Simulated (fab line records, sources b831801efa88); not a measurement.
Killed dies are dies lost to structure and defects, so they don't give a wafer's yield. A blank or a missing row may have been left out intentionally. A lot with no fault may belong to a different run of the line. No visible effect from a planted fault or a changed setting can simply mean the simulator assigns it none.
fab line records | flow sky130 | part 1 of 2: steps 1 to 42 of 43
[record] lots = 6 wafers = 18 last_day = 50
route steps=708 shown METAL2@491 VIA2@507 METAL3@532 PAD_OPEN@708
lots untouched by any fault: they come from a run of this same line in which no faults occurred
start_h: hours from the record's opening day to when the first of the lot's shown wafers began | wait_h: hours elapsed since this lot's preceding step | " as in the row above | L1.1+2: one row covering several wafers at once | - either no value or no given start | * or withheld: withheld | < > ~ a bound
route shown NAME@n: names a module that has steps shown in the file, with the first one's number in the route | usual: mean and standard deviation over wafers with no fault | same: alike in all rows | chamber/n: place in a boat | sites: the reading at each site | _std_site: standard deviation of those values | _edge_site: inner sites' mean taken away from outer sites' mean | radius_mm: how far each site lies from the wafer's centre | mask NAME#n: copy n | behind: the most recent tool/chamber to have shaped the wafer | hold: the reason the lot was held/the length of the hold in hours/how it ended | device: names the non-switching transistor (n, p or np) | end of line: the route-end tests of the same wafers | where a step has no rows: the recipe by itself | killed: dies lost to structure and defects at the first sort, not the wafer's yield | map: shows each die of a wafer: x if killed, . if not, _ if none is there
set.NAME: the setting as run; set.NAME@STEP: as run at that earlier step | model.NAME: the simulator's own value behind a step, which no gauge read
lots seen at some steps along the route; tables by step, rows by wafer
services: from which hour (start_h, from the record's first day; less than 0 if before it) a tool's chamber was out of use, for how many hours, and why
[[steps]]
[step SKY_METAL2_HMDS_08]
[recipe] prime_time_s = 60 prime_temp_c = 120
[step SKY_METAL2_COAT_09]
[recipe] resist = BARC temp_c = withheld time_s = withheld spin_rpm = 3000 resist_thk_nm = 60
[step SKY_METAL2_COAT_10]
[recipe] resist = KrF-thick spin_rpm = 3000 resist_thk_nm = 450
[step SKY_METAL2_SOFTBAKE_11]
[recipe] temp_c = 100 time_s = 90 resist = KrF-thick
[step SKY_METAL2_EXPOSE_12]
[recipe] mask_id = MM2 na = 0.8 source_shape = annular sigma_inner = 0.55 sigma_outer = 0.85 target_cd_nm = 140 dose_mj = 28
[step SKY_METAL2_PEB_13]
[recipe] peb_temp_c = withheld peb_time_s = withheld resist = KrF-thick
[step SKY_METAL2_DEVELOP_14]
[recipe] develop_time_s = 60 resist = KrF-thick dev_temp_c = 21
[step SKY_METAL2_CD_MEAS_15]
[recipe] target_cd_nm = 140
[usual] cd_nm = 139.0/1.5
// columns lot.wafer tool chamber start_h wait_h cd_nm
L244.2 cd_sem-02 - 844.73 - 138.4
L244.3 " - " " 139.1
L244.6 " - " " 138.4
L250.3 cd_sem-02 - 885.62 - 141.8
L250.4 " - " " 141.9
L250.5 " - " " 141.4
L251.2 cd_sem-02 - 894.83 - 136.8
L251.4 " - " " 136.1
L251.5 " - " " 136.8
L260.2 cd_sem-02 - 971.90 - 141.7
L260.5 " - " " 140.9
L260.6 " - " " 142.2
L262.1 cd_sem-02 - 972.98 - 139.3
L262.2 " - " " 137.9
L262.3 " - " " 138.2
L263.4 cd_sem-02 - 975.06 - 140.7
L263.5 " - " " 139.2
L263.6 " - " " 138.7
[step SKY_METAL2_OVL_MEAS_16]
[usual] METAL2_OVL = 1/5.7
// columns lot.wafer tool chamber start_h wait_h METAL2_OVL[nm]
L244.2 overlay-02 - 844.84 0.1 -9
L244.3 " - " " -2
L244.6 " - " " -9
L250.3 overlay-01 - 885.71 0.1 -8
L250.4 " - " " -4
L250.5 " - " " 3
L251.2 overlay-02 - 894.94 0.1 -5
L251.4 " - " " -1
L251.5 " - " " 5
L260.2 overlay-02 - 972.01 0.1 -7
L260.5 " - " " -10
L260.6 " - " " -11
L262.1 overlay-01 - 973.10 0.1 4
L262.2 " - " " 0
L262.3 " - " " 4
L263.4 overlay-02 - 975.14 0.1 3
L263.5 " - " " 1
L263.6 " - " " 5
[step SKY_METAL2_DESCUM_17]
[recipe] chemistry = O2 source_power_w = 150 bias_power_w = 0 pressure_mtorr = 10 temp_c = 40 time_s = 8
[step SKY_METAL2_ETCH_18]
[recipe] chemistry = N2/H2 target = BARC ion_energy_ev = 200 bias_w = 100 pressure_mtorr = 30 n2_flow_sccm = 100 h2_flow_sccm = 200 icp_w = 500 stop_on = SiO2 time_s = 45.9 target_depth_a = 600
[usual] drypump_motor_current_A = 5.6/0.44 oes_product_au = 0.854/0.005 throttle_valve_pct = 13.224/0.0093
// columns lot.wafer tool chamber start_h wait_h drypump_motor_current_A oes_product_au rf_hours_counter_h throttle_valve_pct
L244.2 rie_metal-02 1 844.90 0.0 6.2 0.861 13 13.227
L244.3 " 0 " " 5.3 0.851 - 13.208
L244.6 " 1 " " 6.2 0.859 - 13.230
L250.3 rie_metal-01 1 885.79 0.0 5.6 0.856 - 13.218
L250.4 " 0 " " 5.1 0.849 - 13.216
L250.5 " 0 " " 5.1 0.849 - 13.224
L251.2 rie_metal-02 0 895.00 0.0 5.2 0.852 3 13.220
L251.4 " 0 " " 5.2 0.857 - 13.222
L251.5 " 1 " " 6.3 0.857 - 13.211
L260.2 rie_metal-01 1 972.07 0.0 5.6 0.856 2 13.217
L260.5 " 0 " " 5.1 0.853 - 13.234
L260.6 " 1 " " 5.6 0.851 - 13.221
L262.1 rie_metal-04 0 973.17 0.0 5.6 0.856 0 13.239
L262.2 " 1 " " 6.1 0.857 14 13.228
L262.3 " 1 " " 6.1 0.849 - 13.219
L263.4 rie_metal-04 1 975.21 0.0 6.1 0.843 - 13.214
L263.5 " 1 " " 6.0 0.847 - 13.232
L263.6 " 0 " " 5.6 0.854 - 13.229
[step SKY_METAL2_METAL_ETCH_19]
[recipe] target_depth_a = 3600 stop_on = SiO2 over_etch_frac = 0.3 time_s = 78 chemistry = Cl2/BCl3 resist_sidewall_deg = 88 pressure_mtorr = 10 icp_w = 900 bias_w = 48.5 Cl2_flow_sccm = 60 bcl3_flow_sccm = 30
[usual] drypump_motor_current_A = 5.6/0.44 oes_product_au = 0.851/0.006 throttle_valve_pct = 22.265/0.0091
// columns lot.wafer tool chamber start_h wait_h drypump_motor_current_A oes_product_au rf_hours_counter_h throttle_valve_pct
L244.2 rie_metal-02 1 844.96 0.0 6.3 0.858 13 22.267
L244.3 " 0 " " 5.2 0.853 - 22.252
L244.6 " 1 " " 6.2 0.850 - 22.268
L250.3 rie_metal-01 1 885.86 0.1 5.7 0.848 - 22.270
L250.4 " 0 " " 5.1 0.855 - 22.256
L250.5 " 0 " " 5.1 0.852 - 22.263
L251.2 rie_metal-02 0 895.06 0.0 5.2 0.861 3 22.268
L251.4 " 0 " " 5.2 0.844 - 22.265
L251.5 " 1 " " 6.2 0.858 - 22.254
L260.2 rie_metal-01 1 972.13 0.0 5.7 0.865 2 22.265
L260.5 " 0 " " 5.1 0.845 - 22.267
L260.6 " 1 " " 5.6 0.856 - 22.274
L262.1 rie_metal-04 0 973.23 0.0 5.6 0.859 0 22.259
L262.2 " 1 " " 6.0 0.851 15 22.257
L262.3 " 1 " " 6.0 0.848 - 22.281
L263.4 rie_metal-04 1 975.28 0.1 6.0 0.841 - 22.266
L263.5 " 1 " " 6.0 0.853 - 22.248
L263.6 " 0 " " 5.5 0.856 - 22.264
[step SKY_METAL2_STRIP_20]
[recipe] chemistry = O2/N2 power_w = 1400 pressure_mtorr = 1500 platen_temp_c = withheld o2_flow_sccm = 3000 n2_flow_sccm = 300 overash_fraction = 0.5
[usual] drypump_motor_current_A = 5.9/0.42 oes_product_au = 0.344/0.005 strip_time_to_endpoint_s = 2.72/0.069
// columns lot.wafer tool chamber start_h wait_h drypump_motor_current_A oes_product_au rf_hours_counter_h strip_time_to_endpoint_s
L244.2 plasma_asher-01 0 845.05 0.1 5.4 0.344 74 2.59
L244.3 " 0 " " 5.4 0.344 - 2.74
L244.6 " 0 " " 5.4 0.341 - 2.57
L250.3 plasma_asher-03 1 885.96 0.1 5.6 0.345 - 2.79
L250.4 " 0 " " 5.8 0.344 - 2.65
L250.5 " 1 " " 5.6 0.339 - 2.63
L251.2 plasma_asher-03 1 895.15 0.1 5.6 0.338 15 2.71
L251.4 " 0 " " 5.8 0.344 - 2.73
L251.5 " 0 " " 5.8 0.335 - 2.55
L260.2 plasma_asher-04 1 972.22 0.1 5.8 0.349 113 2.77
L260.5 " 1 " " 5.8 0.350 - 2.76
L260.6 " 0 " " 6.5 0.350 - 2.75
L262.1 plasma_asher-03 1 973.32 0.1 5.5 0.342 23 2.74
L262.2 " 0 " " 5.8 0.352 23 2.76
L262.3 " 1 " " 5.5 0.341 - 2.73
L263.4 plasma_asher-01 1 975.38 0.1 6.4 0.345 - 2.70
L263.5 " 1 " " 6.4 0.342 - 2.73
L263.6 " 0 " " 5.4 0.351 - 2.72
[step SKY_METAL2_STRIP_21]
[recipe] chemistry = post_etch_residue_remover time_s = 1200 temp_c = 72.5
[step SKY_METAL2_CLEAN_22]
[recipe] chemistry = IPA time_s = 180 temp_c = 25
[step SKY_METAL2_CLEAN_23]
[recipe] chemistry = O3/DIW dry = n2_spin
[step SKY_VIA2_HDPCVD_00]
[recipe] material = SiO2 target_thk_nm = 1180 sigma_open_frac = 0.3 time_s = 189.6 temp_c = 400 sih4_flow_sccm = 60 pressure_mtorr = 6
[step SKY_VIA2_THK_MEAS_01]
[recipe] reads = SiO2_of_VIA2_HDPCVD_00
[usual] VIA2_HDPCVD_THK = 1127/16
// columns lot.wafer tool chamber start_h wait_h VIA2_HDPCVD_THK[nm]
L244.2 film_metro-02 - 845.79 0.1 1147
L244.3 " - " " 1139
L244.6 " - " " 1145
L250.3 film_metro-04 - 886.67 0.1 1142
L250.4 " - " " 1146
L250.5 " - " " 1142
L251.2 film_metro-04 - 895.89 0.1 1098
L251.4 " - " " 1111
L251.5 " - " " 1100
L260.2 film_metro-02 - 973.38 0.1 1101
L260.5 " - " " 1119
L260.6 " - " " 1094
L262.1 film_metro-04 - 974.10 0.1 1126
L262.2 " - " " 1120
L262.3 " - " " 1134
L263.4 film_metro-02 - 976.09 0.0 1121
L263.5 " - " " 1115
L263.6 " - " " 1123
[step SKY_VIA2_CMP_02]
[recipe] material = SiO2 down_force_psi = 4 platen_rpm = 60 pad_velocity_m_s = 0.94248
[step SKY_VIA2_BOW_MEAS_03]
[recipe] mode = bow
[usual] VIA2_BOW = 85/6.4
// columns lot.wafer tool chamber start_h wait_h VIA2_BOW[um]
L244.2 film_metro-02 - 846.16 0.2 88
L244.3 " - " " 92
L244.6 " - " " 88
L250.3 film_metro-01 - 887.05 0.1 88
L250.4 " - " " 84
L250.5 " - " " 88
L251.2 film_metro-01 - 896.26 0.2 86
L251.4 " - " " 77
L251.5 " - " " 88
L260.2 film_metro-04 - 973.75 0.2 88
L260.5 " - " " 93
L260.6 " - " " 76
L262.1 film_metro-04 - 974.46 0.1 99
L262.2 " - " " 77
L262.3 " - " " 87
L263.4 film_metro-04 - 976.48 0.3 83
L263.5 " - " " 86
L263.6 " - " " 78
[step SKY_VIA2_DEHYDRATE_04]
[recipe] temp_c = 200 time_s = 60
[step SKY_VIA2_HMDS_05]
[recipe] prime_time_s = 60 prime_temp_c = 120
[step SKY_VIA2_COAT_06]
[recipe] resist = BARC temp_c = withheld time_s = withheld spin_rpm = 3000 resist_thk_nm = 60
[step SKY_VIA2_COAT_07]
[recipe] resist = KrF-thick spin_rpm = 3000 resist_thk_nm = 450
[step SKY_VIA2_SOFTBAKE_08]
[recipe] temp_c = 100 time_s = 90 resist = KrF-thick
[step SKY_VIA2_EXPOSE_09]
[recipe] mask_id = VIM2 na = 0.8 source_shape = annular sigma_inner = 0.55 sigma_outer = 0.85 target_cd_nm = 200 dose_mj = 38
[step SKY_VIA2_PEB_10]
[recipe] peb_temp_c = withheld peb_time_s = withheld resist = KrF-thick
[step SKY_VIA2_DEVELOP_11]
[recipe] develop_time_s = 60 resist = KrF-thick dev_temp_c = 21
[step SKY_VIA2_CD_MEAS_12]
[recipe] target_cd_nm = 200
[usual] cd_nm = 200.0/1.5
// columns lot.wafer tool chamber start_h wait_h cd_nm
L244.2 cd_sem-02 - 872.35 - 200.9
L244.3 " - " " 199.1
L244.6 " - " " 199.8
L250.3 cd_sem-01 - 913.07 - 201.3
L250.4 " - " " 201.6
L250.5 " - " " 199.8
L251.2 cd_sem-01 - 921.85 - 200.5
L251.4 " - " " 197.5
L251.5 " - " " 199.0
L260.2 cd_sem-02 - 997.29 - 198.8
L260.5 " - " " 199.2
L260.6 " - " " 200.8
L262.1 cd_sem-01 - 998.23 - 201.6
L262.2 " - " " 199.9
L262.3 " - " " 201.4
L263.4 cd_sem-01 - 999.82 - 201.1
L263.5 " - " " 201.7
L263.6 " - " " 201.1
[step SKY_VIA2_OVL_MEAS_13]
[usual] VIA2_OVL = 1/5.4
// columns lot.wafer tool chamber start_h wait_h VIA2_OVL[nm]
L244.2 overlay-01 - 872.46 0.1 -3
L244.3 " - " " 7
L244.6 " - " " -5
L250.3 overlay-01 - 913.16 0.1 -1
L250.4 " - " " 2
L250.5 " - " " 6
L251.2 overlay-01 - 921.96 0.1 -4
L251.4 " - " " -5
L251.5 " - " " -7
L260.2 overlay-02 - 997.39 0.1 8
L260.5 " - " " 12
L260.6 " - " " 6
L262.1 overlay-02 - 998.35 0.1 -2
L262.2 " - " " 0
L262.3 " - " " 8
L263.4 overlay-02 - 999.90 0.1 -2
L263.5 " - " " 6
L263.6 " - " " 2
[step SKY_VIA2_ETCH_14]
[recipe] chemistry = N2/H2 target = BARC ion_energy_ev = 200 source_w = 500 bias_w = 100 pressure_mtorr = 30 n2_flow_sccm = 100 h2_flow_sccm = 200 stop_on = SiO2 time_s = 45.9 target_depth_a = 600
[step SKY_VIA2_ETCH_15]
[recipe] target = SiO2 chemistry = C4F8/O2/Ar target_depth_nm = 546 stop_on = TiN mask_material = KrF-thick source_w = 1500 bias_w = 1200 pressure_mtorr = 40 c4f8_flow_sccm = withheld O2_flow_sccm = 6 Ar_flow_sccm = 300 time_s = 84
[usual] oes_product_au = 0.940/0.0046
// columns lot.wafer tool chamber start_h wait_h oes_product_au rf_hours_counter_h
L244.2 rie_diel-04 1 872.53 0.0 0.946 3
L244.3 " 0 " " 0.941 8
L244.6 " 0 " " 0.933 -
L250.3 rie_diel-02 3 913.23 0.0 0.943 18
L250.4 " 1 " " 0.938 21
L250.5 " 3 " " 0.939 -
L251.2 rie_diel-04 1 922.03 0.0 0.942 4
L251.4 " 0 " " 0.933 10
L251.5 " 2 " " 0.940 -
L260.2 rie_diel-01 3 997.47 0.0 0.943 3
L260.5 " 0 " " 0.945 -
L260.6 " 3 " " 0.938 -
L262.1 rie_diel-02 2 998.43 0.0 0.936 21
L262.2 " 1 " " 0.939 23
L262.3 " 0 " " 0.937 18
L263.4 rie_diel-04 3 999.96 0.0 0.950 28
L263.5 " 2 " " 0.944 -
L263.6 " 3 " " 0.932 -
[step SKY_VIA2_STRIP_16]
[recipe] chemistry = O2/N2 power_w = 1400 pressure_mtorr = 1500 platen_temp_c = withheld o2_flow_sccm = 3000 n2_flow_sccm = 300 overash_fraction = 0.5
[usual] drypump_motor_current_A = 6.0/0.55 oes_product_au = 0.399/0.0051 strip_time_to_endpoint_s = 4.05/0.041
// columns lot.wafer tool chamber start_h wait_h drypump_motor_current_A oes_product_au rf_hours_counter_h strip_time_to_endpoint_s
L244.2 plasma_asher-02 0 872.59 0.0 6.8 0.393 44 4.03
L244.3 " 1 " " 5.5 0.407 - 4.10
L244.6 " 0 " " 6.8 0.398 - 4.10
L250.3 plasma_asher-02 0 913.33 0.1 6.8 0.393 - 4.00
L250.4 " 1 " " 5.5 0.395 - 4.06
L250.5 " 0 " " 6.8 0.400 - 4.03
L251.2 plasma_asher-01 0 922.09 0.0 5.4 0.400 82 4.06
L251.4 " 0 " " 5.4 0.396 - 4.06
L251.5 " 1 " " 6.4 0.396 - 4.01
L260.2 plasma_asher-02 1 997.53 0.0 5.5 0.396 57 4.03
L260.5 " 0 " " 6.7 0.405 - 4.02
L260.6 " 1 " " 5.5 0.404 - 4.05
L262.1 plasma_asher-01 1 998.49 0.0 6.4 0.403 90 4.02
L262.2 " 0 " " 5.4 0.402 90 4.11
L262.3 " 1 " " 6.4 0.402 - 4.07
L263.4 plasma_asher-01 0 1000.06 0.1 5.4 0.407 - 4.07
L263.5 " 1 " " 6.4 0.398 - 4.00
L263.6 " 0 " " 5.4 0.405 - 4.06
[step SKY_VIA2_STRIP_17]
[recipe] chemistry = post_etch_residue_remover time_s = 1200 temp_c = 72.5
[step SKY_VIA2_CLEAN_18]
[recipe] chemistry = IPA time_s = 180 temp_c = 25
[step SKY_VIA2_CLEAN_19]
[recipe] chemistry = O3/DIW dry = n2_spin
[step SKY_VIA2_SPUTTER_20]
[recipe] material = TiN target_thk_nm = 20 chamber_pressure_pa = 5 power_w = 4000 time_s = 80
[step SKY_VIA2_CVD_21]
[recipe] material = W target_thk_nm = 420 time_s = 126.4 temp_c = 400 pressure_torr = 40
[usual] heater_power_w = 772/78
// columns lot.wafer tool chamber start_h wait_h heater_power_w since_wet_clean_h
L244.2 cvd_w-02 1 873.28 0.0 848 969
L244.3 " 1 " " 823 -
L244.6 " 0 " " 800 -
L250.3 cvd_w-01 1 913.99 0.1 961 -
L250.4 " 0 " " 693 -
L250.5 " 0 " " 707 -
L251.2 cvd_w-02 1 922.75 0.0 753 5
L251.4 " 0 " " 738 -
L251.5 " 0 " " 743 -
L260.2 cvd_w-02 0 998.23 0.0 742 80
L260.5 " 0 " " 745 -
L260.6 " 1 " " 773 -
L262.1 cvd_w-02 0 999.19 0.0 727 81
L262.2 " 1 " " 771 81
L262.3 " 1 " " 762 -
L263.4 cvd_w-02 0 1000.72 0.1 737 -
L263.5 " 1 " " 743 -
L263.6 " 0 " " 743 -
[step SKY_VIA2_RS_MEAS_22]
[recipe] thk_meas_gauge = four-point-probe reads = W_of_VIA2_CVD_21+TiN_of_VIA2_SPUTTER_20
[usual] VIA2_W_RS = 0.273/0.0057
// columns lot.wafer tool chamber start_h wait_h VIA2_W_RS[ohm/sq]
L244.2 film_metro-04 - 873.43 0.1 0.274
L244.3 " - " " 0.275
L244.6 " - " " 0.277
L250.3 film_metro-02 - 914.11 0.1 0.269
L250.4 " - " " 0.269
L250.5 " - " " 0.269
L251.2 film_metro-04 - 922.90 0.1 0.282
L251.4 " - " " 0.274
L251.5 " - " " 0.273
L260.2 film_metro-04 - 998.38 0.1 0.273
L260.5 " - " " 0.274
L260.6 " - " " 0.281
L262.1 film_metro-04 - 999.32 0.1 0.275
L262.2 " - " " 0.280
L262.3 " - " " 0.281
L263.4 film_metro-04 - 1000.87 0.1 0.278
L263.5 " - " " 0.278
L263.6 " - " " 0.275
[step SKY_VIA2_THK_MEAS_23]
[recipe] thk_meas_gauge = xrf reads = W_of_VIA2_CVD_21
[usual] VIA2_W_THK = 406/9.3
// columns lot.wafer tool chamber start_h wait_h VIA2_W_THK[nm]
L244.2 film_metro-04 - 873.54 0.1 399
L244.3 " - " " 401
L244.6 " - " " 396
L250.3 film_metro-02 - 914.21 0.1 415
L250.4 " - " " 409
L250.5 " - " " 414
L251.2 film_metro-04 - 923.01 0.1 390
L251.4 " - " " 401
L251.5 " - " " 400
L260.2 film_metro-04 - 998.49 0.1 403
L260.5 " - " " 403
L260.6 " - " " 390
L262.1 film_metro-04 - 999.44 0.1 401
L262.2 " - " " 396
L262.3 " - " " 392
L263.4 film_metro-04 - 1000.96 0.1 397
L263.5 " - " " 398
L263.6 " - " " 401
[step SKY_VIA2_CMP_24]
[recipe] stop_on = SiO2 t_overpolish_s = 20 down_force_psi = 3.5 platen_rpm = 60 target_thk_nm = 0 pad_velocity_m_s = 0.94248
[step SKY_METAL3_SPUTTER_00]
[recipe] material = Ti target_thk_nm = 15 power_w = 3000 time_s = 10 chamber_pressure_pa = 0.4
